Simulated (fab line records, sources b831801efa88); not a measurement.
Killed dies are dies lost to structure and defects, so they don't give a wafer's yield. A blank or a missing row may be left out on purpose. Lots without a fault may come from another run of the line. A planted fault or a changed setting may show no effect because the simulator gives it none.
Which tool did it? | flow sfq_line | 14 lots, 42 wafers sampled, at 6 steps of a route of 325

WHAT THE GAUGES READ, wafer by wafer
SFQ_M2_RS_MEAS_914: measures by four-point-probe. Usual: M2_NB_RS 0.892 ohm/sq, standard deviation 0.011.
lot  | measured     | on            | M2_NB_RS (ohm/sq) | flag
L825 | day 30 23:15 | film_metro-04 | 0.866 0.888 0.875 |
L826 | day 32 11:15 | film_metro-01 | 0.868 0.860 0.878 |
L827 | day 32 21:13 | film_metro-04 | 0.906 0.909 0.907 |
L829 | day 33 09:28 | film_metro-02 | 0.882 0.885 0.886 |
L830 | day 34 01:56 | film_metro-01 | 0.893 0.895 0.886 |
L831 | day 34 19:55 | film_metro-02 | 0.894 0.897 0.889 |
L832 | day 35 04:19 | film_metro-04 | 0.887 0.892 0.889 |
L833 | day 35 17:23 | film_metro-04 | 0.874 0.882 0.875 |
L836 | day 37 05:26 | film_metro-02 | 0.909 0.907 0.904 |
L843 | day 39 10:20 | film_metro-02 | 0.887 0.892 0.887 |
L845 | day 39 16:22 | film_metro-01 | 1.237 1.234 1.239 | OFF
L846 | day 39 21:07 | film_metro-01 | 1.190 1.203 1.198 | OFF
L847 | day 41 06:22 | film_metro-01 | 0.889 0.889 0.895 |
L848 | day 41 17:17 | film_metro-01 | 0.885 0.890 0.892 |

SFQ_M4_OVL_MEAS_926. Usual: M4_OVL -4 nm, standard deviation 5.9.
lot  | measured     | on         | M4_OVL (nm) | flag
L825 | day 56 20:41 | overlay-01 | -17 -7 -15  |
L826 | day 58 01:29 | overlay-01 | -5 -9 -10   |
L827 | day 58 08:50 | overlay-01 | -4 -4 -8    |
L829 | day 58 21:53 | overlay-02 | -9 0 -2     |
L830 | day 59 05:05 | overlay-01 | -2 -4 -1    |
L831 | day 60 04:00 | overlay-02 | -7 3 -9     |
L832 | day 60 13:36 | overlay-02 | -8 -3 -2    |
L833 | day 60 18:24 | overlay-01 | -7 -4 2     |
L836 | day 62 04:23 | overlay-01 | 1 7 5       |
L843 | day 63 13:20 | overlay-01 | -2 -4 5     |
L845 | day 63 20:32 | overlay-02 | -6 -6 -4    |
L846 | day 63 22:56 | overlay-02 | -13 0 -11   |
L847 | day 64 00:07 | overlay-01 | -10 -1 -9   |
L848 | day 64 18:15 | overlay-01 | -11 -14 -15 |

WHICH TOOL RAN EACH LOT (tool, then ch and the chambers of the sampled wafers, then the start)
lot  | SFQ_TRILAYER_L0_BARC_OPEN_METAL_ETCH_010 | SFQ_TRILAYER_M2_DEP_SPUTTER_055 | SFQ_TRILAYER_M2_ETCH_METAL_ETCH_060 | SFQ_TRILAYER_I2_METRO_MEASURE_065
L825 | rie_metal-02 ch 0,1, day 4 14:16         | pvd_sputter-03, day 30 23:10    | rie_metal-04 ch 0,1, day 37 06:47   | film_metro-01, day 37 10:55
L826 | rie_metal-02 ch 1, day 4 23:59           | pvd_sputter-03, day 32 11:10    | rie_metal-01 ch 0, day 38 13:59     | film_metro-03, day 38 20:35
L827 | rie_metal-02 ch 0,1, day 5 03:35         | pvd_sputter-06, day 32 21:06    | rie_metal-03 ch 0,1, day 38 22:31   | film_metro-03, day 39 05:47
L829 | rie_metal-02 ch 0,1, day 5 18:03         | pvd_sputter-03, day 33 09:22    | rie_metal-03 ch 0,1, day 39 14:07   | film_metro-01, day 39 18:25
L830 | rie_metal-03 ch 0,1, day 6 01:15         | pvd_sputter-05, day 34 01:51    | rie_metal-01 ch 0,1, day 40 05:43   | film_metro-01, day 40 11:37
L831 | rie_metal-04 ch 0,1, day 6 08:29         | pvd_sputter-05, day 34 19:50    | rie_metal-04 ch 1, day 41 15:02     | film_metro-03, day 41 19:47
L832 | rie_metal-03 ch 1, day 6 13:15           | pvd_sputter-03, day 35 04:14    | rie_metal-03 ch 0,1, day 41 23:26   | film_metro-03, day 42 04:10
L833 | rie_metal-02 ch 0,1, day 6 16:51         | pvd_sputter-05, day 35 17:18    | rie_metal-04 ch 0,1, day 42 10:14   | film_metro-03, day 42 14:56
L836 | rie_metal-02 ch 0,1, day 7 09:43         | pvd_sputter-03, day 37 05:18    | rie_metal-04 ch 0,1, day 43 22:25   | film_metro-01, day 44 05:14
L843 | rie_metal-03 ch 0, day 9 01:26           | pvd_sputter-06, day 39 10:13    | rie_metal-04 ch 0, day 45 17:31     | film_metro-02, day 46 03:37
L845 | rie_metal-04 ch 0,1, day 9 11:01         | pvd_sputter-03, day 39 16:14    | rie_metal-01 ch 0,1, day 45 23:24   | film_metro-02, day 46 09:37
L846 | rie_metal-02 ch 0,1, day 9 19:24         | pvd_sputter-03, day 39 21:01    | rie_metal-01 ch 0,1, day 46 06:34   | film_metro-02, day 46 20:16
L847 | rie_metal-03 ch 0, day 10 06:12          | pvd_sputter-05, day 41 06:17    | rie_metal-01 ch 0, day 47 10:05     | film_metro-01, day 47 14:11
L848 | rie_metal-03 ch 0, day 10 09:48          | pvd_sputter-06, day 41 17:11    | rie_metal-03 ch 1, day 47 21:18     | film_metro-03, day 48 01:24
- SFQ_TRILAYER_L0_BARC_OPEN_METAL_ETCH_010: etches BARC in O2, target depth 125 nm, time 41.7 s.
- SFQ_TRILAYER_M2_DEP_SPUTTER_055: material Nb, target thk 200 nm, time 133.3 s.
- SFQ_TRILAYER_M2_ETCH_METAL_ETCH_060: etches Nb in Cl2/Ar, stops on SiO2, target depth 240 nm, time 120 s.
- SFQ_TRILAYER_I2_METRO_MEASURE_065

WHAT THE TOOLS THEMSELVES READ (means of the sampled wafers that have a number; where no wafer has one, the mark that the record gives instead)
SFQ_TRILAYER_L0_BARC_OPEN_METAL_ETCH_010. Usual: chamber_pressure_mTorr 10.000 mTorr, standard deviation 0.0098; drypump_motor_current_A 6.0 A, standard deviation 0.42; oes_product_au 0.685 a.u., standard deviation 0.0044.
lot  | tool         | chamber_pressure_mTorr (mTorr) | drypump_motor_current_A (A) | oes_product_au (a.u.) | flag
L825 | rie_metal-02 | 10.008                         | 5.9                         | 0.684                 |
L826 | rie_metal-02 | 10.002                         | 6.3                         | 0.678                 |
L827 | rie_metal-02 | 10.007                         | 5.8                         | 0.683                 |
L829 | rie_metal-02 | 9.999                          | 6.1                         | 0.688                 |
L830 | rie_metal-03 | 10.004                         | 5.5                         | 0.687                 |
L831 | rie_metal-04 | 9.995                          | 6.3                         | 0.685                 |
L832 | rie_metal-03 | 9.996                          | 5.3                         | 0.685                 |
L833 | rie_metal-02 | 10.002                         | 6.1                         | 0.689                 |
L836 | rie_metal-02 | 9.997                          | 5.9                         | 0.684                 |
L843 | rie_metal-03 | 9.996                          | 6.0                         | 0.683                 |
L845 | rie_metal-04 | 10.002                         | 6.3                         | 0.683                 |
L846 | rie_metal-02 | 10.001                         | 6.1                         | 0.687                 |
L847 | rie_metal-03 | 10.010                         | 6.0                         | 0.689                 |
L848 | rie_metal-03 | 9.993                          | 6.0                         | 0.688                 |

SFQ_TRILAYER_M2_DEP_SPUTTER_055. Usual: cathode_dc_power_W 2000.0 W, standard deviation 0.34; resputter_cathode_voltage_v 400 V, standard deviation 4.5; throttle_valve_pct 30.3 %, standard deviation 1.
lot  | tool           | cathode_dc_power_W (W) | resputter_cathode_voltage_v (V) | throttle_valve_pct (%) | flag
L825 | pvd_sputter-03 | 2000.2                 | 396                             | 30.1                   |
L826 | pvd_sputter-03 | 2000.1                 | 402                             | 30.3                   |
L827 | pvd_sputter-06 | 2000.1                 | 402                             | 29.7                   |
L829 | pvd_sputter-03 | 2000.1                 | 397                             | 30.1                   |
L830 | pvd_sputter-05 | 2000.2                 | 397                             | 30.6                   |
L831 | pvd_sputter-05 | 2000.2                 | 401                             | 29.7                   |
L832 | pvd_sputter-03 | 1999.2                 | 399                             | 29.9                   |
L833 | pvd_sputter-05 | 2000.0                 | 399                             | 30.3                   |
L836 | pvd_sputter-03 | 2000.0                 | 406                             | 30.5                   |
L843 | pvd_sputter-06 | 2000.1                 | 404                             | 30.6                   |
L845 | pvd_sputter-03 | 2000.0                 | 400                             | 30.0                   |
L846 | pvd_sputter-03 | 2000.1                 | 400                             | 30.3                   |
L847 | pvd_sputter-05 | 2000.0                 | 405                             | 29.8                   |
L848 | pvd_sputter-06 | 1999.9                 | 400                             | 30.7                   |

SFQ_TRILAYER_M2_ETCH_METAL_ETCH_060. Usual: chamber_pressure_mTorr 10.000 mTorr, standard deviation 0.0092; drypump_motor_current_A 5.9 A, standard deviation 0.48; oes_product_au 0.892 a.u., standard deviation 0.0074.
lot  | tool         | chamber_pressure_mTorr (mTorr) | drypump_motor_current_A (A) | oes_product_au (a.u.) | flag
L825 | rie_metal-04 | 9.997                          | 6.3                         | 0.901                 |
L826 | rie_metal-01 | 10.003                         | 5.8                         | 0.901                 |
L827 | rie_metal-03 | 9.996                          | 5.5                         | 0.884                 |
L829 | rie_metal-03 | 9.997                          | 5.5                         | 0.896                 |
L830 | rie_metal-01 | 9.995                          | 5.7                         | 0.892                 |
L831 | rie_metal-04 | 10.004                         | 6.1                         | 0.885                 |
L832 | rie_metal-03 | 9.996                          | 5.7                         | 0.896                 |
L833 | rie_metal-04 | 10.000                         | 6.5                         | 0.897                 |
L836 | rie_metal-04 | 9.997                          | 6.4                         | 0.883                 |
L843 | rie_metal-04 | 10.000                         | 6.7                         | 0.896                 |
L845 | rie_metal-01 | 9.995                          | 5.6                         | 0.752                 | OFF
L846 | rie_metal-01 | 10.000                         | 5.7                         | 0.760                 | OFF
L847 | rie_metal-01 | 10.000                         | 5.8                         | 0.892                 |
L848 | rie_metal-03 | 10.006                         | 5.3                         | 0.896                 |

SFQ_TRILAYER_I2_METRO_MEASURE_065. Usual: thk_nm 199.9 nm, standard deviation 1.1.
lot  | tool          | thk_nm (nm) | flag
L825 | film_metro-01 | 200.8       |
L826 | film_metro-03 | 199.2       |
L827 | film_metro-03 | 198.8       |
L829 | film_metro-01 | 199.1       |
L830 | film_metro-01 | 199.6       |
L831 | film_metro-03 | 200.4       |
L832 | film_metro-03 | 198.3       |
L833 | film_metro-03 | 199.8       |
L836 | film_metro-01 | 200.9       |
L843 | film_metro-02 | 199.6       |
L845 | film_metro-02 | 200.2       |
L846 | film_metro-02 | 200.7       |
L847 | film_metro-01 | 200.8       |
L848 | film_metro-03 | 200.6       |

THE ANSWER, worked out from the rows above alone
Rule: a lot is off if the mean of its wafers that have a number lies more than 3 standard deviations from the usual mean. A lot without any number at a reading at which 4 lots or more have one is off too. The other lots that the step has rows for count as sound. The gauges are gone through in route order, then the tools' own readings, and for those a lot's mean is taken as printed above. The first step at which some lot is off is used, and at that step the reading that is off furthest; a lot without a number counts as furthest.
Off: L845, L846, at SFQ_M2_RS_MEAS_914 (M2_NB_RS).
A tool fits if, at a process step before that reading, it ran every lot that is off, and no sound lot after the first of them. The gauges at SFQ_M2_RS_MEAS_914 aren't tried: what is off there is off at SFQ_TRILAYER_M2_ETCH_METAL_ETCH_060 too, on other tools, and a gauge's error can't cause that. One fits: pvd_sputter-03 at SFQ_TRILAYER_M2_DEP_SPUTTER_055. Its last sound lot is L836 (day 37 05:18), its first lot that is off L845 (day 39 16:14): a fault that began between those two fits.

WHAT THE SIMULATOR HAD PUT IN
Process parameter drift: pvd_sputter-03, from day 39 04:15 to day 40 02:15, at SFQ_TRILAYER_M2_DEP_SPUTTER_055. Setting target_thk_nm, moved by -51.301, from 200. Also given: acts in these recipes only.
Lots struck among those shown: L845, L846. The rule above found the same.
